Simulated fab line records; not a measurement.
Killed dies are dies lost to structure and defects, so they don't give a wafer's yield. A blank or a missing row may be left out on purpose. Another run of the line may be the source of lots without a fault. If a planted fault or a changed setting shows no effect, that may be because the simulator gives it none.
Problem report in the 8D (eight disciplines) form, filled by code ; flow sfq_line ; the parts of the form that need people (team, actions taken, sign-off) are left out

1. THE ISSUE
M1_NB_RS at SFQ_M1_RS_MEAS_909 reads a mean of 1.236 ohm/sq on 1 wafer of 1 lot; wafers without a fault read 0.893 ohm/sq with a standard deviation of 0.01. That is +34 standard deviations from the usual mean.
The step: measures by four-point-probe.
The first sign was on wafer L243.6 at day 15 08:48, on film_metro-01. At this step, 39 wafers from 13 lots have a number in the record. Rule for "out" (also "out of limits"): further than 4 standard deviations from the usual mean. The rest of the wafers with a number are treated as sound.

2. WHAT IT IS AND WHAT IT IS NOT
question;is;is not
which readings at this step;M1_NB_RS;-
which lots;L243;L227, L229, L230, L231, L232, L233, L235, L236, L237, L238, L239, L240
which wafers of those lots;L243.6;L243.1, L243.4
read on which gauges;film_metro-01;film_metro-02, film_metro-04
when;from day 15 08:48;up to then (38 sound wafers)

3. SUSPECTS, AND WHAT RULES EACH OUT
Counting: a tool at a process step up to the reading stays a suspect if it ran every lot that is out. Sound lots after the first of them don't rule it out here, since some wafers of a struck lot are sound.
- the gauge at SFQ_M1_RS_MEAS_909 is ruled out. All the wafers that are out were read on film_metro-01, but those of them that SFQ_TRILAYER_M1_ETCH_METAL_ETCH_042 has rows for are out there too, on other tools.
- rie_metal-03 at SFQ_TRILAYER_L0_VIA_STRIP_STRIP_017 (strips in O2): kept. It ran the lot that is out, L243 (day 8 21:32); its last sound lot up to then is L240 (day 8 07:20).
- pvd_sputter-03 at SFQ_TRILAYER_M1_DEP_SPUTTER_037 (material Nb, target thk 200 nm, time 133.3 s): kept. It ran the lot that is out, L243 (day 15 08:43); its last sound lot up to then is L240 (day 14 02:31).
Remaining after the count are rie_metal-03 at SFQ_TRILAYER_L0_VIA_STRIP_STRIP_017 and pvd_sputter-03 at SFQ_TRILAYER_M1_DEP_SPUTTER_037.

4. THE CAUSE (what the simulator had put in)
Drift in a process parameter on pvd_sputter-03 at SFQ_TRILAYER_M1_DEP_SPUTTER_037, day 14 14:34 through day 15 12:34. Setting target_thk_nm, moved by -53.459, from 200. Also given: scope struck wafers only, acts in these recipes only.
After counting, 2 suspects remain, this tool included.

5. THE CHAIN OF EFFECTS, in route order
Each row: a reading whose mean over the struck wafers that have a number lies more than 3 standard deviations from the usual. Only readings for which the record gives a usual standard deviation are gone through. hours: the time from each lot's start at the first step in this table that gives one to its start at this step, as a median over the lots. sigmas: the change in usual standard deviations.
hours;step;reading;usual;on struck wafers;change;sigmas
0;SFQ_M1_RS_MEAS_909;M1_NB_RS;0.893 ohm/sq;1.236;+0.343;+34
13;SFQ_TRILAYER_M1_ETCH_METAL_ETCH_042;oes_product_au;0.892 a.u.;0.749;-0.143;-22
Process steps it contains:
- SFQ_TRILAYER_M1_ETCH_METAL_ETCH_042: etches Nb in Cl2/Ar, stops on SiO2, target depth 240 nm, time 120 s.

6. WHAT WOULD HAVE CAUGHT IT SOONER
In this record the first reading out of limits at a measuring or inspecting step was taken at day 15 08:48, 18 hours after the fault began at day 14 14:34.
Tool readings at SFQ_TRILAYER_M1_DEP_SPUTTER_037 with a usual standard deviation given in the record: none out on any struck wafer, hence no alarm at a limit of 4 standard deviations on them.
Each of the lots that are out, 1 in all, had begun SFQ_TRILAYER_M1_DEP_SPUTTER_037 on pvd_sputter-03 no later than day 15 08:48. None of them would have been spared by holding the tool at that moment.
